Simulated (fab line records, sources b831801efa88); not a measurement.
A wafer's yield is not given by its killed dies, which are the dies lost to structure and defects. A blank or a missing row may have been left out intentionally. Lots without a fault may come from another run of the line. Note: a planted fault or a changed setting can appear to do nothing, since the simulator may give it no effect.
The same fault as seen by 2 desks    flow sky130    only its own numbers are on each desk; what lay behind them is given at the end

== METROLOGY DESK ==
What the gauges read, lot by lot, whatever tool the lot ran on: means of the sampled wafers that have a number. Marked OUT: a lot whose mean sits more than 4 standard deviations from the usual mean, which makes it out of limits; the brackets give that distance.
Columns: A = CAPM_TIN_RS at SKY_CAPM_RS_MEAS_03, usual 6.89 ohm/sq; B = CAPM_TIN_THK at SKY_CAPM_THK_MEAS_04, usual 200.6 nm
lot   first seen here  A               B
L932  day 37 00:55     6.82            201.6
L933  day 37 12:41     6.89            201.5
L934  day 37 16:15     6.89            201.5
L937  day 39 00:11     6.19 (-12) OUT  225.5 (+14) OUT
L947  day 41 03:16     6.90            199.8
L948  day 41 09:27     6.86            201.3
L949  day 41 15:21     6.94            198.7
L950  day 41 17:38     6.92            199.4
L951  day 42 05:58     6.92            199.0
L952  day 42 09:43     6.91            200.0
L953  day 42 13:33     6.87            200.6
L954  day 42 17:25     6.88            201.1
L955  day 43 02:44     6.97            198.9
This desk's finding: out of limits on L937; first on L937, day 39 00:11 (CAPM_TIN_RS at SKY_CAPM_RS_MEAS_03). Within limits: L932, L933, L934, L947, L948, L949, L950, L951, L952, L953, L954, L955.

== THE TOOL OWNER'S DESK: pvd-sputter-01 ==
The tool's own readings at SKY_CAPM_SPUTTER_02 (material TiN, target thk 200 nm, time 166.7 s): means of the sampled wafers that have a number, for each lot that ran on this tool. Marked OUT: a lot whose mean sits more than 4 standard deviations from the usual mean, which makes it out of limits; the brackets give that distance.
Columns: A = throttle-valve-pct at SKY_CAPM_SPUTTER_02, usual 29.3 %
lot   first seen here  A
L932  day 37 00:47     29.6
L933  day 37 12:32     29.2
L937  day 39 00:05     29.8
L951  day 42 05:47     29.0
L952  day 42 09:34     29.0
L954  day 42 17:19     29.6
This desk's finding: nothing out of limits on any of the 6 lots.

== BROUGHT TOGETHER ==
An alarm was possible from the metrology desk at day 39 00:11, on L937.
Nothing out of limits was seen by the tool owner's desk.
Tool owner's desk: L937 on record, inside its limits.
Every lot named ran SKY_CAPM_SPUTTER_02 on pvd-sputter-01.

== WHAT HAD BEEN PUT IN BY THE SIMULATOR ==
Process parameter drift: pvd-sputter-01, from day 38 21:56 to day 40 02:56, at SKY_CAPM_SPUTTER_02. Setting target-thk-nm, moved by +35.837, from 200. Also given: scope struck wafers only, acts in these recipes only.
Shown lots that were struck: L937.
Hours from the fault's start to each desk's first reading out of limits: the metrology desk, 2.
